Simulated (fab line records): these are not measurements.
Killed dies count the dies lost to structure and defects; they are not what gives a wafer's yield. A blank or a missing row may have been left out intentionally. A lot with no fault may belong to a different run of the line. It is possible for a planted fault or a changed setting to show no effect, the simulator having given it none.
What tool caused it? | flow gf180mcu | Sampling: 24 lots, 72 wafers, 3 of 602 route steps

== WHAT EACH GAUGE READ, for each wafer ==
GF_V4_RS_MEAS_24: measurement is done with a four-point probe. Usual: for V4_W_RS the level is 0.314 ohm/sq and the standard deviation is 0.0056.
lot  | measured     | on           | V4_W_RS (ohm/sq)  | flag
L074 | day 25 03:16 | filmMetro-03 | 0.310 0.309 0.319 | 
L075 | day 25 16:07 | filmMetro-02 | 0.316 0.314 0.313 | 
L076 | day 25 21:15 | filmMetro-01 | 0.318 0.314 0.316 | 
L077 | day 25 21:13 | filmMetro-02 | 0.315 0.306 0.308 | 
L078 | day 25 23:25 | filmMetro-01 | 0.318 0.318 0.319 | 
L080 | day 26 12:55 | filmMetro-03 | 0.313 0.308 0.313 | 
L079 | day 26 16:20 | filmMetro-03 | 0.303 0.311 0.301 | 
L082 | day 27 04:36 | filmMetro-03 | 0.316 0.317 0.311 | 
L083 | day 27 11:46 | filmMetro-03 | 0.309 0.316 0.307 | 
L081 | day 27 12:07 | filmMetro-03 | 0.308 0.299 0.301 | 
L084 | day 27 18:52 | filmMetro-02 | 0.320 0.317 0.317 | 
L085 | day 27 23:14 | filmMetro-02 | 0.313 0.319 0.310 | 
L086 | day 28 15:36 | filmMetro-01 | 0.319 0.320 0.315 | 
L087 | day 28 17:11 | filmMetro-03 | 0.322 0.319 0.314 | 
L088 | day 28 17:48 | filmMetro-01 | 0.308 0.314 0.307 | 
L089 | day 29 06:25 | filmMetro-03 | 0.314 0.312 0.305 | 
L090 | day 29 15:33 | filmMetro-03 | 0.319 0.318 0.319 | 
L091 | day 29 21:11 | filmMetro-01 | 0.313 0.320 0.321 | 
L092 | day 30 01:23 | filmMetro-03 | 0.326 0.324 0.323 | 
L093 | day 30 05:46 | filmMetro-03 | 0.309 0.317 0.317 | 
L094 | day 30 14:28 | filmMetro-03 | 0.307 0.307 0.314 | 
L095 | day 30 16:37 | filmMetro-03 | 0.321 0.322 0.319 | 
L096 | day 31 00:05 | filmMetro-03 | 0.315 0.307 0.310 | 
L097 | day 31 03:01 | filmMetro-03 | 0.313 0.319 0.308 | 

== WHAT TOOL EACH LOT RAN ON (gives the tool, then ch and the chambers of the sampled wafers, and finally the start) ==
lot  | GF_M1_STRIP_17                      | GF_M3_SPUTTER_01
L074 | plasmaAsher-03 ch 0,1, day 17 21:37 | pvdSputter-01, day 21 04:33
L075 | plasmaAsher-03 ch 0, day 18 05:55   | pvdSputter-02, day 21 11:41
L076 | plasmaAsher-01 ch 0,1, day 18 15:26 | pvdSputter-01, day 21 22:38
L077 | plasmaAsher-03 ch 0,1, day 18 16:10 | pvdSputter-03, day 21 23:19
L078 | plasmaAsher-03 ch 0,1, day 18 19:16 | pvdSputter-02, day 22 03:09
L080 | plasmaAsher-01 ch 0,1, day 19 08:52 | pvdSputter-01, day 22 16:29
L079 | plasmaAsher-02 ch 0,1, day 19 13:54 | pvdSputter-02, day 22 19:31
L082 | plasmaAsher-03 ch 1, day 20 05:04   | pvdSputter-01, day 23 08:56
L083 | plasmaAsher-01 ch 1, day 20 13:19   | pvdSputter-01, day 23 18:23
L081 | plasmaAsher-02 ch 0,1, day 20 13:54 | pvdSputter-02, day 23 18:41
L084 | plasmaAsher-01 ch 0,1, day 20 22:39 | pvdSputter-03, day 24 01:32
L085 | plasmaAsher-03 ch 0,1, day 21 04:51 | pvdSputter-01, day 24 07:14
L086 | plasmaAsher-02 ch 0,1, day 21 13:43 | pvdSputter-02, day 24 23:50
L087 | plasmaAsher-03 ch 0,1, day 22 00:16 | pvdSputter-01, day 25 00:47
L088 | plasmaAsher-02 ch 0,1, day 22 02:16 | pvdSputter-02, day 25 01:36
L089 | plasmaAsher-02 ch 0,1, day 22 15:53 | pvdSputter-01, day 25 15:35
L090 | plasmaAsher-02 ch 0,1, day 22 22:28 | pvdSputter-03, day 26 01:23
L091 | plasmaAsher-02 ch 0,1, day 23 07:19 | pvdSputter-03, day 26 07:15
L092 | plasmaAsher-02 ch 1, day 23 16:04   | pvdSputter-01, day 26 13:40
L093 | plasmaAsher-02 ch 0,1, day 23 18:27 | pvdSputter-03, day 26 17:02
L094 | plasmaAsher-02 ch 0,1, day 24 06:30 | pvdSputter-03, day 27 04:17
L095 | plasmaAsher-02 ch 0,1, day 24 08:52 | pvdSputter-01, day 27 06:05
L096 | plasmaAsher-03 ch 0,1, day 24 17:19 | pvdSputter-03, day 27 13:36
L097 | plasmaAsher-03 ch 0,1, day 24 22:48 | pvdSputter-01, day 27 18:27
- GF_M1_STRIP_17: strips in O2/N2.
- GF_M3_SPUTTER_01: material TiN, target thk 30 nm, time 25 s.

== WHAT THE TOOLS THEMSELVES READ (means of the sampled wafers that have a number; where no wafer has one, the mark that the record gives instead) ==
GF_M1_STRIP_17. Usual: drypumpMotorCurrentA 5.8 A, standard deviation 0.45; heaterPowerW 305 W, standard deviation 8.4; oesProductAu 0.558 a.u., standard deviation 0.0049; platenTempC 250.00 C, standard deviation 0.18; stripTimeToEndpointS 7.89 s, standard deviation 0.032.
lot  | tool           | drypumpMotorCurrentA (A) | heaterPowerW (W) | oesProductAu (a.u.) | platenTempC (C) | stripTimeToEndpointS (s) | flag
L074 | plasmaAsher-03 | 6.3                      | 299              | 0.555               | 250.05          | 7.87                     | 
L075 | plasmaAsher-03 | 6.5                      | 294              | 0.559               | 249.96          | 7.93                     | 
L076 | plasmaAsher-01 | 5.6                      | 309              | 0.557               | 249.93          | 7.86                     | 
L077 | plasmaAsher-03 | 6.3                      | 296              | 0.560               | 250.05          | 7.94                     | 
L078 | plasmaAsher-03 | 6.3                      | 298              | 0.558               | 250.01          | 7.87                     | 
L080 | plasmaAsher-01 | 5.6                      | 307              | 0.552               | 250.00          | 7.91                     | 
L079 | plasmaAsher-02 | 5.5                      | 309              | 0.555               | 250.01          | 7.88                     | 
L082 | plasmaAsher-03 | 6.1                      | 292              | 0.556               | 250.13          | 7.89                     | 
L083 | plasmaAsher-01 | 5.7                      | 301              | 0.562               | 249.90          | 7.89                     | 
L081 | plasmaAsher-02 | 5.4                      | 309              | 0.560               | 250.08          | 7.92                     | 
L084 | plasmaAsher-01 | 5.6                      | 306              | 0.558               | 249.92          | 7.86                     | 
L085 | plasmaAsher-03 | 6.4                      | 295              | 0.552               | 249.99          | 7.86                     | 
L086 | plasmaAsher-02 | 5.5                      | 303              | 0.558               | 249.97          | 7.89                     | 
L087 | plasmaAsher-03 | 6.4                      | 298              | 0.559               | 249.77          | 7.89                     | 
L088 | plasmaAsher-02 | 5.5                      | 310              | 0.559               | 249.90          | 7.88                     | 
L089 | plasmaAsher-02 | 5.4                      | 315              | 0.552               | 249.82          | 7.89                     | 
L090 | plasmaAsher-02 | 5.5                      | 304              | 0.552               | 249.84          | 7.92                     | 
L091 | plasmaAsher-02 | 5.4                      | 316              | 0.559               | 249.99          | 7.86                     | 
L092 | plasmaAsher-02 | 5.3                      | 312              | 0.557               | 249.99          | 7.87                     | 
L093 | plasmaAsher-02 | 5.4                      | 308              | 0.558               | 250.02          | 7.91                     | 
L094 | plasmaAsher-02 | 5.4                      | 309              | 0.559               | 250.13          | 7.91                     | 
L095 | plasmaAsher-02 | 5.4                      | 314              | 0.562               | 249.98          | 7.96                     | 
L096 | plasmaAsher-03 | 6.4                      | 298              | 0.564               | 249.89          | 7.89                     | 
L097 | plasmaAsher-03 | 6.3                      | 296              | 0.558               | 250.02          | 7.87                     | 

GF_M3_SPUTTER_01. Usual: throttleValvePct reads 29.4 % (standard deviation 1.3).
lot  | tool          | throttleValvePct (%) | flag
L074 | pvdSputter-01 | 27.6                 | 
L075 | pvdSputter-02 | 30.4                 | 
L076 | pvdSputter-01 | 30.3                 | 
L077 | pvdSputter-03 | 28.8                 | 
L078 | pvdSputter-02 | 30.4                 | 
L080 | pvdSputter-01 | 30.0                 | 
L079 | pvdSputter-02 | 29.7                 | 
L082 | pvdSputter-01 | 30.0                 | 
L083 | pvdSputter-01 | 28.6                 | 
L081 | pvdSputter-02 | 29.0                 | 
L084 | pvdSputter-03 | 28.8                 | 
L085 | pvdSputter-01 | 30.0                 | 
L086 | pvdSputter-02 | 30.1                 | 
L087 | pvdSputter-01 | 30.3                 | 
L088 | pvdSputter-02 | 29.5                 | 
L089 | pvdSputter-01 | 28.8                 | 
L090 | pvdSputter-03 | 28.9                 | 
L091 | pvdSputter-03 | 29.7                 | 
L092 | pvdSputter-01 | 29.0                 | 
L093 | pvdSputter-03 | 30.6                 | 
L094 | pvdSputter-03 | 29.7                 | 
L095 | pvdSputter-01 | 29.8                 | 
L096 | pvdSputter-03 | 29.8                 | 
L097 | pvdSputter-01 | 27.7                 | 

== THE ANSWER, worked out from the rows above alone ==
Rule: take the mean of a lot's wafers that have a number; if it is more than 3 standard deviations from the usual mean, the lot is off. Also off: a lot with no number at a reading for which 4 or more lots have one. The other lots that the step has rows for count as sound. First the gauges in route order, then the tools' own readings, where a lot's mean is used as printed above. The first step at which some lot is off is used, and at that step the reading that is off furthest; a lot without a number counts as furthest.
No lot is off on any of the readings shown, so nothing can be concluded from this.

== WHAT WAS PUT IN BY THE SIMULATOR ==
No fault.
